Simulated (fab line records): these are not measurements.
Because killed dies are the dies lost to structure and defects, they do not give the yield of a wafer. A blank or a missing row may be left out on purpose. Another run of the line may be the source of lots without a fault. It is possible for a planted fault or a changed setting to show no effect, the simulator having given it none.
Matching of chambers :: flow sky130 :: SKY_VIA2_CMP_24 on cmp-02: 4 sister chambers
The step polishes, stops on SiO2, t overpolish 20 s, target thk 0 nm. 14 wafers are shown with their chamber, then 7 later ones without.

== WAFERS, EACH WITH ITS CHAMBER ==
wafer: L978.4
chamber: 1
motor_current_A (A): 10.9
time_to_endpoint_s (s): 102
head_pressure_psi (psi): 3.512

wafer: L978.5
chamber: 1
motor_current_A (A): 10.3
time_to_endpoint_s (s): 103
head_pressure_psi (psi): 3.494

wafer: L978.6
chamber: 0
motor_current_A (A): 10.1
time_to_endpoint_s (s): 101
head_pressure_psi (psi): 3.490

wafer: L981.1
chamber: 1
motor_current_A (A): 10.8
time_to_endpoint_s (s): 107
head_pressure_psi (psi): 3.498

wafer: L981.3
chamber: 3
motor_current_A (A): 11.6
time_to_endpoint_s (s): 102
head_pressure_psi (psi): 3.501

wafer: L981.5
chamber: 0
motor_current_A (A): 10.2
time_to_endpoint_s (s): 101
head_pressure_psi (psi): 3.495

wafer: L982.2
chamber: 1
motor_current_A (A): 10.7
time_to_endpoint_s (s): 106
head_pressure_psi (psi): 3.500

wafer: L982.4
chamber: 0
motor_current_A (A): 10.4
time_to_endpoint_s (s): 101
head_pressure_psi (psi): 3.499

wafer: L982.5
chamber: 2
motor_current_A (A): 13.3
time_to_endpoint_s (s): 105
head_pressure_psi (psi): 3.492

wafer: L988.2
chamber: 0
motor_current_A (A): 9.8
time_to_endpoint_s (s): 95
head_pressure_psi (psi): 3.507

wafer: L988.3
chamber: 1
motor_current_A (A): 10.1
time_to_endpoint_s (s): 99
head_pressure_psi (psi): 3.498

wafer: L988.6
chamber: 1
motor_current_A (A): 10.8
time_to_endpoint_s (s): 100
head_pressure_psi (psi): 3.500

wafer: L990.2
chamber: 1
motor_current_A (A): 10.7
time_to_endpoint_s (s): 104
head_pressure_psi (psi): 3.507

wafer: L990.3
chamber: 3
motor_current_A (A): 11.6
time_to_endpoint_s (s): 101
head_pressure_psi (psi): 3.493

SIGNATURES (averages over the wafers above)
reading: motor_current_A
chamber 0: 10.125
chamber 1: 10.614
chamber 2: 13.300
chamber 3: 11.600
scatter within a chamber: 0.268

reading: time_to_endpoint_s
chamber 0: 99.50
chamber 1: 103.00
chamber 2: 105.00
chamber 3: 101.50
scatter within a chamber: 2.82

reading: head_pressure_psi
chamber 0: 3.49775
chamber 1: 3.50129
chamber 2: 3.49200
chamber 3: 3.49700
scatter within a chamber: 0.00642
Rule: a wafer's distance from a chamber is the root of the sum, over the readings, of the square of ((its reading less the chamber's mean) divided by the reading's scatter). The wafer belongs to the nearest chamber; if the next one is less than 2 further off, it can't be placed. The scatter is the square root of a quotient: the sum, over the shown wafers, of each reading's squared deviation from its chamber's mean, divided by wafers minus chambers.

== WAFERS WHOSE CHAMBER IS MISSING ==
wafer: L990.4
motor_current_A (A): 12.8
time_to_endpoint_s (s): 104
head_pressure_psi (psi): 3.508

wafer: L996.1
motor_current_A (A): 13.7
time_to_endpoint_s (s): 103
head_pressure_psi (psi): 3.483

wafer: L996.5
motor_current_A (A): 11.8
time_to_endpoint_s (s): 99
head_pressure_psi (psi): 3.506

wafer: L996.6
motor_current_A (A): 13.0
time_to_endpoint_s (s): 100
head_pressure_psi (psi): 3.502

wafer: L999.4
motor_current_A (A): 10.5
time_to_endpoint_s (s): 106
head_pressure_psi (psi): 3.506

wafer: L999.5
motor_current_A (A): 13.6
time_to_endpoint_s (s): 107
head_pressure_psi (psi): 3.502

wafer: L999.6
motor_current_A (A): 10.3
time_to_endpoint_s (s): 105
head_pressure_psi (psi): 3.511

== WHICH CHAMBER EACH WENT THROUGH ==
wafer: L990.4
from the rows above: can't be placed: 2 or 3
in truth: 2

wafer: L996.1
from the rows above: 2
in truth: 2

wafer: L996.5
from the rows above: 3
in truth: 3

wafer: L996.6
from the rows above: 2
in truth: 2

wafer: L999.4
from the rows above: can't be placed: 1 or 0
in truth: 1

wafer: L999.5
from the rows above: 2
in truth: 2

wafer: L999.6
from the rows above: can't be placed: 1 or 0
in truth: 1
Correctly placed: 4 of 7. Can't be placed from these rows: 3 (the true chamber is among the candidates in 3). 0 placed wrongly.
